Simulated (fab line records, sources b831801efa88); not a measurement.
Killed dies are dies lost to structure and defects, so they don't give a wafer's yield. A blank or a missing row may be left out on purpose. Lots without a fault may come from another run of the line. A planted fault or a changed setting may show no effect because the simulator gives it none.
Which tool did it? | flow sky130 | 11 lots, 31 wafers sampled, at 3 steps of a route of 708

WHAT THE GAUGES READ, wafer by wafer
SKY_VIA2_THK_MEAS_01.
lot  | measured     | on            | VIA2_HDPCVD_THK (nm)
L471 | day 35 21:11 | film_metro-03 | 903 1175 904 1176
L472 | day 36 04:21 | film_metro-03 | 884 888 884 888
L473 | day 36 06:24 | film_metro-04 | 1193 1186 1191
L480 | day 38 15:12 | film_metro-04 | 1173 1182 1173
L481 | day 39 15:42 | film_metro-04 | 1189 1193 1189
L482 | day 40 21:16 | film_metro-04 | 1192 1192 1195
L484 | day 41 06:03 | film_metro-03 | 1178 1191 1191
L485 | day 41 06:24 | film_metro-04 | 1195 1182 1195
L486 | day 41 16:39 | film_metro-04 | 1193 1197 1179
L488 | day 42 12:01 | film_metro-03 | 1179 1204 1182
L491 | day 42 14:02 | film_metro-02 | 1190 1194 1198

WHICH TOOL RAN EACH LOT (tool, then ch and the chambers of the sampled wafers, then the start)
lot  | SKY_VIA1_CMP_24               | SKY_VIA2_HDPCVD_00
L471 | cmp-01 ch 0,3, day 34 17:49   | hdpcvd-02 ch 1,2, day 35 21:03
L472 | cmp-01 ch 2,3, day 35 00:42   | hdpcvd-02 ch 2, day 36 04:13
L473 | cmp-02 ch 0,1,3, day 35 02:38 | hdpcvd-01 ch 0,1,2, day 36 06:16
L480 | cmp-02 ch 0,1,3, day 37 10:57 | hdpcvd-01 ch 0,1,2, day 38 15:04
L481 | cmp-02 ch 0,1,3, day 38 12:59 | hdpcvd-01 ch 0,1,2, day 39 15:34
L482 | cmp-02 ch 0,3, day 39 18:50   | hdpcvd-01 ch 0,2, day 40 21:07
L484 | cmp-01 ch 0,1,3, day 40 03:44 | hdpcvd-02 ch 0,1,2, day 41 05:56
L485 | cmp-02 ch 0,3, day 40 04:01   | hdpcvd-02 ch 1,2, day 41 06:17
L486 | cmp-02 ch 0,1,3, day 40 12:32 | hdpcvd-01 ch 1,2, day 41 16:31
L488 | cmp-02 ch 1,2,3, day 41 10:37 | hdpcvd-01 ch 0,1,2, day 42 11:53
L491 | cmp-02 ch 1,3, day 41 13:00   | hdpcvd-01 ch 0,1,2, day 42 13:55
- SKY_VIA1_CMP_24: polishes, stops on SiO2, t overpolish 15 s, target thk 0 nm.
- SKY_VIA2_HDPCVD_00: deposits SiO2, target thk 1180 nm, time 196.7 s.

THE ANSWER, worked out from the rows above alone
Rule: what is usual is taken from the lots themselves. Put in order of their means at a reading, lots are off if they are a third of the lots or fewer, leave a main group of 4 or more, and stand apart from it by a gap of 3 or more times the standard deviation of the main group's means; of several such gaps the widest counts. A main group whose means are all the same, to the digits that the tables above print for the reading, isn't used. A lot without any number at a reading at which 4 lots or more have one is off too. The other lots that the step has rows for count as sound.
Off: L471, L472, at SKY_VIA2_THK_MEAS_01 (VIA2_HDPCVD_THK). The main group: mean 1189 nm, standard deviation 5.
A tool fits if, at a process step before that reading, it ran every lot that is off, and no sound lot after the first of them. The gauges at SKY_VIA2_THK_MEAS_01 are tried like those tools. None of those tried fits.

WHAT THE SIMULATOR HAD PUT IN
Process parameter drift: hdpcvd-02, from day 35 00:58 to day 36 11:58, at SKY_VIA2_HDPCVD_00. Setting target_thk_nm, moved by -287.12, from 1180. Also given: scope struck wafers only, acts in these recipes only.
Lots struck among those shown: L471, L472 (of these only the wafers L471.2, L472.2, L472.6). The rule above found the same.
